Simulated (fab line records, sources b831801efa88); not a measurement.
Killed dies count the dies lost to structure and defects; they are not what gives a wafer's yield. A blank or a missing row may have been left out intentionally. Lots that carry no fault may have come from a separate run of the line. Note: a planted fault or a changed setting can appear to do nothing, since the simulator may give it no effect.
Comparing a struck lot with a sound one | flow sky130 | 45 out of 708 route steps
Sound: the wafers L779.1, L779.2, L779.4. Wafers struck: L767.4, L767.5, L767.6. Last of all comes the cause.
For every step that has rows: the tool of each side, followed by ch and its chambers, followed by its first start. Under that, the readings that differ: sound wafers | struck wafers | difference of the means | sigmas: that difference in standard deviations of wafers without a fault.
alike: words and numbers the same on both sides, and readings whose means are apart by under 2 such deviations; not compared: readings that were withheld, readings missing a value for some wafer, numbers with overlapping values and no deviation given by the record, and bounds like >300 which may hide the same value.
A row with sigmas, a row that says differs or no value, or rows on one side alone: a step with any of these is where the two part. Numbers that don't overlap but have no deviation are shown without sigmas and don't part them. Lack of a reading on every wafer of one side parts them only where that side has two or more wafers.

first, 1 step without rows for these wafers: SKY_FIELD_ISO_CVD_24 (deposits SiO2, target thk 595 nm, time 99.2 s).
SKY_FIELD_ISO_THK_MEAS_25:
  sound on film_metro-01, day 6 10:31; struck on film_metro-02, day 3 20:28
  reading                   | sound       | struck      | difference | sigmas
  FIELD_ISO_CVD_24_THK (nm) | 580 592 597 | 607 604 605 | +16        | +2
then, 1 step without rows for these wafers: SKY_FIELD_ISO_ANNEAL_26 (time 1800 s).
SKY_FIELD_ISO_CMP_27: polishes, stops on Si3N4, t overpolish 16 s, target thk 457.8 nm.
  sound on cmp-01 ch 0,2,3, day 6 13:27; struck on cmp-01 ch 1,2,3, day 3 22:25
  alike: motor_current_A, overpolish_run_s, time_to_endpoint_s
then, 5 steps without rows for these wafers: SKY_FIELD_ISO_WET_ETCH_28 (etches SiO2 in dHF, target depth 23.7 nm, time 47 s); SKY_FIELD_ISO_WET_ETCH_29 (etches Si3N4 in H3PO4, target depth 160 nm, time 1825 s); SKY_FIELD_ISO_WET_ETCH_30 (etches SiO2 in dHF, target depth 25 nm, time 50 s); SKY_NWELL_CLEAN_00 (cleans in SC1/SC2, time 150 s); SKY_NWELL_OXIDATION_01 (stabilise 600 s, purge 300 s, target thk 10 nm).
SKY_NWELL_THK_MEAS_02:
  sound on film_metro-02, day 6 17:19; struck on film_metro-03, day 4 00:39
  alike: NWELL_OXIDATION_THK
then, 2 steps without rows for these wafers: SKY_DNWELL_DEHYDRATE_00 (time 60 s); SKY_DNWELL_HMDS_01 (prime time 60 s).
SKY_DNWELL_COAT_02: resist thk 3000 nm.
  sound on litho_track-03 ch 0, day 7 01:59; struck on litho_track-03, day 4 08:46
  no value came back on the struck wafers for chill_plate_temp_C (C), dispense_pressure_kPa (kPa); on the sound wafers chill_plate_temp_C (C) reads 23.08 23.00 22.91
then, 5 steps without rows for these wafers: SKY_DNWELL_SOFTBAKE_03; SKY_DNWELL_EXPOSE_04 (exposes mask DNM, target cd 3000 nm); SKY_DNWELL_PEB_05; SKY_DNWELL_DEVELOP_06 (develop time 60 s); SKY_DNWELL_IMPLANT_07.
SKY_DNWELL_STRIP_08: strips in O2/N2.
  sound on plasma_asher-01 ch 0,1, day 7 12:38; struck on plasma_asher-01 ch 0,1, day 4 17:19
  no value came back on the struck wafers for oes_product_au (a.u.), strip_time_to_endpoint_s (s); on the sound wafers oes_product_au (a.u.) reads 0.729 0.723 0.729
  alike: drypump_motor_current_A
  not compared: rf_hours_counter_h
SKY_DNWELL_TW_MEAS_09:
  sound on film_metro-04, day 7 12:44; struck on film_metro-03, day 4 17:25
  reading   | sound          | struck         | difference | sigmas
  DNWELL_TW | 1114 1118 1117 | 1091 1102 1103 | -18        | -2
then, 7 steps without rows for these wafers: SKY_PWDE_DEHYDRATE_00 (time 60 s); SKY_PWDE_HMDS_01 (prime time 60 s); SKY_PWDE_COAT_02 (resist thk 3000 nm); SKY_PWDE_SOFTBAKE_03; SKY_PWDE_EXPOSE_04 (exposes mask PWDEM, target cd 840 nm); SKY_PWDE_PEB_05; SKY_PWDE_DEVELOP_06 (develop time 60 s).
SKY_PWDE_OVL_MEAS_07:
  sound on overlay-02, day 8 08:17; struck on overlay-01, day 5 11:29
  alike: PWDE_OVL
then, 1 step without rows for these wafers: SKY_PWDE_IMPLANT_08.
SKY_PWDE_STRIP_09: strips in O2/N2.
  sound on plasma_asher-04 ch 0,1, day 8 08:28; struck on plasma_asher-03 ch 0,1, day 5 11:41
  alike: drypump_motor_current_A, oes_product_au, strip_time_to_endpoint_s
  not compared: rf_hours_counter_h
SKY_PWDE_TW_MEAS_10:
  sound on film_metro-04, day 8 08:34; struck on film_metro-04, day 5 11:47
  reading | sound       | struck         | difference | sigmas
  PWDE_TW | 373 373 373 | 1131 1129 1134 | +758       | +99 or more
then, 7 steps without rows for these wafers: SKY_NWELL_DEHYDRATE_03 (time 60 s); SKY_NWELL_HMDS_04 (prime time 60 s); SKY_NWELL_COAT_05 (resist thk 3000 nm); SKY_NWELL_SOFTBAKE_06; SKY_NWELL_EXPOSE_07 (exposes mask NWM, target cd 840 nm); SKY_NWELL_PEB_08; SKY_NWELL_DEVELOP_09 (develop time 60 s).
SKY_NWELL_OVL_MEAS_10:
  sound on overlay-01, day 9 04:32; struck on overlay-02, day 6 06:03
  alike: NWELL_00_OVL
then, 3 steps without rows for these wafers: SKY_NWELL_IMPLANT_11; SKY_NWELL_IMPLANT_12; SKY_NWELL_IMPLANT_13.
SKY_NWELL_TW_MEAS_15:
  sound on film_metro-04, day 9 05:07; struck on film_metro-02, day 6 06:39
  reading  | sound          | struck         | difference | sigmas
  NWELL_TW | 1820 1835 1820 | 1928 1932 1927 | +104       | +7
SKY_NWELL_TW_MEAS_26:
  sound on film_metro-04, day 10 02:46; struck on film_metro-02, day 7 01:38
  reading    | sound       | struck         | difference | sigmas
  NWELL_2_TW | 494 491 495 | 1137 1143 1133 | +644       | +99 or more
-- the record jumps here: 41 days lie between the struck wafers' starts before and after (it left off in module NWELL and takes up again in module PAD_OPEN, whose first step shown is number 708 of the route) --
SKY_PAD_OPEN_PROBE_99:
  sound on prober-02, day 50 15:28; struck on prober-02, day 47 21:34
  reading             | sound    | struck      | difference | sigmas
  killed_at_front_end | 13 20 17 | 433 417 436 | +412       | +99 or more
  killed_dies         | 85 92 79 | 492 492 492 | +407       | +46
  killed_on_rim       | 22 19 18 | 96 96 96    | +76        | +21
  alike: killed_at_M0_to_M3, killed_at_M4_up, killed_at_contacts, killed_at_other, killed_open, killed_short

== WHERE THEY PART ==
Last at SKY_PAD_OPEN_PROBE_99 as far as this record goes, first at SKY_FIELD_ISO_THK_MEAS_25.

WHY: whatever the simulator had introduced
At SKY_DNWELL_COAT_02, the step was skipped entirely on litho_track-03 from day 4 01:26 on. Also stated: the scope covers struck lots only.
